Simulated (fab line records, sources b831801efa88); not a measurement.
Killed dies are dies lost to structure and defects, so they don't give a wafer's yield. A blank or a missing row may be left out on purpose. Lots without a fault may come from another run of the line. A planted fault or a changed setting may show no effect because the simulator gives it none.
A struck lot beside a sound one | flow gf180mcu | 14 steps out of a route of 602
Sound: wafers L652.1, L652.3, L652.6. Struck: wafers L641.2, L641.4. (L641.6 of the same lot was not struck and is left out.) The cause comes at the end.
At each step with rows: each side's tool, then ch and its chambers, then its first start. Under that, the readings that differ: sound wafers | struck wafers | difference of the means | sigmas: that difference in standard deviations of wafers without a fault.
alike: readings whose means differ by less than 2 such deviations, and words and numbers that are the same on both sides. not compared: withheld readings, readings that some wafer has no value for, bounds like >300 that may hide the same value, and numbers for which the record gives no deviation and whose values overlap.
The two part at a step that has a row with sigmas, a row that says differs or no value, or rows on one side only. Numbers that don't overlap but have no deviation are shown without sigmas and don't part them. A reading that every wafer of one side lacks parts them only if that side has two wafers or more.

first, 3 steps without rows for these wafers: GF_V2_STRIP_18 (strips in O2/N2); GF_V2_STRIP_19 (strips in post etch residue remover, time 1200 s); GF_V2_CLEAN_20 (cleans in DIW).
GF_V2_SPUTTER_21: material Ti, target thk 15 nm, time 80.02 s.
  sound on pvd_sputter-02, day 27 17:07; struck on pvd_sputter-02, day 24 07:29
  alike: chamber_pressure_pa, throttle_valve_pct
then, 2 steps without rows for these wafers: GF_V2_SPUTTER_22 (material TiN, target thk 10 nm, time 40 s); GF_V2_CVD_23 (deposits W, target thk 350 nm, time 104.94 s).
GF_V2_RS_MEAS_24: measures by four-point-probe.
  sound on film_metro-03, day 27 17:20; struck on film_metro-04, day 24 07:43
  alike: V2_W_RS
GF_V2_THK_MEAS_25: measures by xrf.
  sound on film_metro-03, day 27 17:27; struck on film_metro-04, day 24 07:49
  alike: V2_W_THK
GF_V2_CMP_26: polishes, stops on SiO2, t overpolish 15 s, target thk 0 nm.
  sound on cmp-02 ch 1,2,3, day 27 17:37; struck on cmp-01 ch 0,3, day 24 07:52
  alike: motor_current_A, overpolish_run_s, platen_rpm, slurry_filter_dp_kPa, time_to_endpoint_s
GF_M3_SPUTTER_00: material Ti, target thk 37.5 nm, time 150 s.
  sound on pvd_sputter-01, day 27 17:49; struck on pvd_sputter-01, day 24 08:10
  alike: chamber_pressure_pa, throttle_valve_pct
GF_M3_SPUTTER_01: material TiN, target thk 30 nm, time 25 s.
  sound on pvd_sputter-01, day 27 17:55; struck on pvd_sputter-01, day 24 08:16
  alike: chamber_pressure_pa, throttle_valve_pct
GF_M3_SPUTTER_02: material AlCu, target thk 450 nm, time 23.9 s.
  sound on pvd_sputter-01, day 27 17:56; struck on pvd_sputter-01, day 24 08:18
  alike: chamber_pressure_pa, throttle_valve_pct
GF_M3_SPUTTER_03: material Ti, target thk 10 nm, time 6.7 s.
  sound on pvd_sputter-01, day 27 17:58; struck on pvd_sputter-01, day 24 08:20
  reading                               | sound             | struck     | difference | sigmas
  model.Ti_of_M3_SPUTTER_03.thk_nm (nm) | 9.963 9.987 9.947 | 12.7 12.86 | +2.8       |
  alike: chamber_pressure_pa, throttle_valve_pct
then, 1 step without rows for these wafers: GF_M3_SPUTTER_04 (material TiN, target thk 50 nm, time 41.7 s).

WHERE THEY PART
Nowhere in this record.

WHY: what the simulator had put in
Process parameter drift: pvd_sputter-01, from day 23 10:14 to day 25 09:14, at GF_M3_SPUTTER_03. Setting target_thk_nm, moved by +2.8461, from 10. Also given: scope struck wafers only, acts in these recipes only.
